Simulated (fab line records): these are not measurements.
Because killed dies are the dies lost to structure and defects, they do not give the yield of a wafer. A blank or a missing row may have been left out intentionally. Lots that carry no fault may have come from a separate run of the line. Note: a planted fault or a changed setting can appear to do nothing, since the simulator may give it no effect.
Chamber matching -- flow gf180mcu -- GF_CONTACT_CVD_00 on hdpcvd-01 has 3 sister chambers
The step deposits SiO2, target thk 300 nm, time 50 s. 14 wafers are shown with their chamber, then 7 later ones without.

WAFERS WITH THEIR CHAMBER
wafer,chamber,sih4-flow-sccm (sccm)
L448.1,1,59.77
L448.4,2,59.82
L448.5,0,59.77
L450.1,1,60.29
L450.3,2,59.77
L450.4,0,60.03
L453.1,2,60.02
L453.3,1,59.82
L453.4,2,59.95
L454.1,2,60.13
L454.4,0,60.01
L454.5,1,60.11
L455.1,2,59.66
L455.3,1,60.08

SIGNATURES (means of the wafers above)
reading,chamber 0,chamber 1,chamber 2,scatter within a chamber
sih4-flow-sccm,59.9367,60.0140,59.8917,0.186
Rule: for a wafer and a chamber, the distance is found by dividing, reading by reading, the gap between the wafer's reading and the chamber's mean by the reading's scatter, squaring, summing and taking the root. If the next closest chamber is less than 2 further off than the closest, the wafer can't be placed; otherwise it belongs to the closest. The scatter is the square root of a quotient: the sum, over the shown wafers, of each reading's squared deviation from its chamber's mean, divided by wafers minus chambers.

WAFERS WITHOUT THEIR CHAMBER
wafer,sih4-flow-sccm (sccm)
L455.4,59.84
L456.2,59.96
L456.5,60.09
L456.6,59.95
L457.1,60.06
L457.3,60.01
L457.5,60.23

THE CHAMBER EACH PASSED THROUGH
wafer,from the rows above,in truth
L455.4,can't be placed: 2 or 0 or 1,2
L456.2,can't be placed: 0 or 1 or 2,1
L456.5,can't be placed: 1 or 0 or 2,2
L456.6,can't be placed: 0 or 2 or 1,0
L457.1,can't be placed: 1 or 0 or 2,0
L457.3,can't be placed: 1 or 0 or 2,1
L457.5,can't be placed: 1 or 0 or 2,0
Correct placement for 0 of the 7. These rows do not allow placing 7 (true chamber among the candidates in 7). 0 placed wrongly.
